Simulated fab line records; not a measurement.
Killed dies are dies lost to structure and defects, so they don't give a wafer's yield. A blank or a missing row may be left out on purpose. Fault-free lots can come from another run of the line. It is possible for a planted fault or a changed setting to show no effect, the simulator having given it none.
Code-filled problem report in 8D (eight disciplines) form	flow gf180mcu	the parts of the form that need people (team, actions taken, sign-off) are left out

== 1. THE ISSUE ==
doseIonsCm2 at GF_VT_IMPLANT_IMPLANT_30 reads a mean of 2.3763e+12 on 6 wafers of 2 lots; wafers without a fault read 2.5337e+12 with a standard deviation of 2.9e+09. That is -54 standard deviations from the usual mean.
First seen on wafer L612.1, day 9 23:37, on implanter-03. At this step, 39 wafers from 13 lots have a number in the record. Rule for "out", or "out of limits": more than 4 standard deviations from the usual mean. The rest of the wafers with a number are treated as sound.

== 2. WHAT IT IS, AND WHAT IT ISN'T ==
question	is	is not
which readings at this step	doseIonsCm2	beamOnS
which lots	L612, L617	L602, L603, L604, L605, L607, L609, L611, L621, L622, L623, L624
which wafers of those lots	all that have a number	-
read on which tools	implanter-03	implanter-01, implanter-02
when	from day 9 23:37	up to then (21 sound wafers); but 12 sound wafers of L621, L622, L623, L624 came after

== 3. THE SUSPECTS, EACH WITH WHAT RULES IT OUT ==
Counting: a tool at a process step up to the reading stays a suspect if it ran every lot that is out and no sound lot after the first of them.
- implanter-03 at GF_VT_IMPLANT_IMPLANT_30: kept. Every lot that is out went through it, starting with L612 (day 9 23:37), and after that it ran no sound lot; the last sound lot it ran before then is L611 (day 9 18:22). Its own readings are out on those wafers: doseIonsCm2.
The count leaves implanter-03 at GF_VT_IMPLANT_IMPLANT_30.

== 4. THE CAUSE (what the simulator had put in) ==
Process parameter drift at GF_VT_IMPLANT_IMPLANT_30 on implanter-03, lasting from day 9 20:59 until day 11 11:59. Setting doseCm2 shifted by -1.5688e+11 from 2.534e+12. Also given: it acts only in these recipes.
After counting, this tool was the only one left.

== 5. SEQUENCE OF EFFECTS, ordered by route ==
Each row: a reading whose mean over the struck wafers that have a number lies more than 3 standard deviations from the usual. Only readings whose record carries a usual standard deviation are examined. hours: median over the lots of the time between each lot's start at the first step of this table that gives one and its start at this step. sigmas: the change, counted in usual standard deviations.
hours	step	reading	usual	on struck wafers	change	sigmas
0	GF_VT_IMPLANT_IMPLANT_30	doseIonsCm2	2.5337e+12	2.3763e+12	-1.5740e+11	-54
0	GF_VT_IMPLANT_IMPLANT_30	faradayCurrentUA	14.33	13.44	-0.89	-3.1
Process steps it contains:
- GF_VT_IMPLANT_IMPLANT_30

== 6. HOW IT WOULD HAVE BEEN CAUGHT EARLIER ==
The fault began at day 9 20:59; the first out-of-limits reading in this record came at day 9 23:37, 3 hours later.
